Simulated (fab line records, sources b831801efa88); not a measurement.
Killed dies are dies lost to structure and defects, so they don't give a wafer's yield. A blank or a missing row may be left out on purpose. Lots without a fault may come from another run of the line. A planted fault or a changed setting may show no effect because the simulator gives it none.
Chamber matching | flow sky130 | SKY_VIA4_CMP_21 on cmp-02: 4 sister chambers
The step polishes, stops on SiO2, t overpolish 25 s, target thk 0 nm. 4 wafers are shown with their chamber, then 8 later ones without.

WAFERS WITH THEIR CHAMBER
wafer  | chamber | motor_current_A (A)
L845.6 | 3       | 11.2
L850.6 | 1       | 11.1
L859.5 | 0       | 12.8
L860.2 | 2       | 11.8

WAFERS WITHOUT THEIR CHAMBER
wafer  | motor_current_A (A)
L860.3 | 12.9
L860.4 | 11.4
L862.1 | 10.1
L862.4 | 10.2
L862.6 | 11.0
L863.3 | 11.2
L863.4 | 10.4
L863.5 | 12.5

WHICH CHAMBER EACH WENT THROUGH
wafer  | from the rows above               | in truth
L860.3 | can't be placed: 0 or 2           | 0
L860.4 | can't be placed: 3 or 1 or 2      | 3
L862.1 | can't be placed: 1 or 3 or 2      | 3
L862.4 | can't be placed: 1 or 3 or 2      | 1
L862.6 | can't be placed: 1 or 3 or 2      | 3
L863.3 | can't be placed: 3 or 1 or 2      | 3
L863.4 | can't be placed: 1 or 3 or 2      | 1
L863.5 | can't be placed: 0 or 2 or 3 or 1 | 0
Placed correctly: 0 of 8. Can't be placed from these rows: 8 (the true chamber is among the candidates in 8). Placed wrongly: 0.
How it was worked out, from the rows above alone: a wafer's distance from a chamber is the root of the sum, over the readings, of the square of ((its reading less the chamber's mean) divided by the reading's scatter). The wafer belongs to the nearest chamber; if the next one is less than 2 further off, it can't be placed. A chamber's mean is the mean of its shown wafers. The scatter: with one shown wafer a chamber, the root of the mean of the squares of how far each hidden wafer lies from its nearest shown one.
